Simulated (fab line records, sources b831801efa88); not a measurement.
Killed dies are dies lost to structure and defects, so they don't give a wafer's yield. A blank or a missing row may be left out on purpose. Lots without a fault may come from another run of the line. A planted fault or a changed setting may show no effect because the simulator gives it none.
Which tool did it? | flow gf180mcu | 6 lots, 18 wafers sampled, at 2 steps of a route of 602

WHAT THE GAUGES READ, wafer by wafer
GF_V5_THK_MEAS_01.
lot  | measured     | on            | V5_CVD_00_THK (nm)
L931 | day 27 00:34 | film_metro-03 | 298.3 299.0 299.9
L933 | day 27 18:41 | film_metro-03 | 305.1 303.9 303.3
L935 | day 28 14:43 | film_metro-02 | 300.8 300.7 297.9
L937 | day 29 16:30 | film_metro-02 | 299.7 301.0 302.7
L939 | day 30 06:55 | film_metro-02 | 291.1 293.5 294.2
L949 | day 32 09:19 | film_metro-02 | 305.5 299.0 304.0

WHICH TOOL RAN EACH LOT (tool, then ch and the chambers of the sampled wafers, then the start)
lot  | GF_M4_SPUTTER_04
L931 | pvd_sputter-01, day 23 04:53
L933 | pvd_sputter-04, day 24 02:40
L935 | pvd_sputter-03, day 24 23:24
L937 | pvd_sputter-04, day 26 04:43
L939 | pvd_sputter-04, day 26 20:22
L949 | pvd_sputter-01, day 29 05:47
- GF_M4_SPUTTER_04: material TiN, target thk 50 nm, time 41.7 s.

THE ANSWER, worked out from the rows above alone
Rule: what is usual is taken from the lots themselves. Put in order of their means at a reading, lots are off if they are a third of the lots or fewer, leave a main group of 4 or more, and stand apart from it by a gap of 3 or more times the standard deviation of the main group's means; of several such gaps the widest counts. A main group whose means are all the same, to the digits that the tables above print for the reading, isn't used. A lot without any number at a reading at which 4 lots or more have one is off too. The other lots that the step has rows for count as sound.
Off: L939, at GF_V5_THK_MEAS_01 (V5_CVD_00_THK). The main group: mean 301.4 nm, standard deviation 1.9.
A tool fits if, at a process step before that reading, it ran every lot that is off, and no sound lot after the first of them. The gauges at GF_V5_THK_MEAS_01 are tried like those tools. One fits: pvd_sputter-04 at GF_M4_SPUTTER_04. Its last sound lot is L937 (day 26 04:43), its first lot that is off L939 (day 26 20:22): a fault that began between those two fits.

WHAT THE SIMULATOR HAD PUT IN
Chamber particle source: pvd_sputter-04, from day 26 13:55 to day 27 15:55, at GF_M4_SPUTTER_04. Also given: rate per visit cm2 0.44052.
Lots struck among those shown: L939. The rule above found the same.
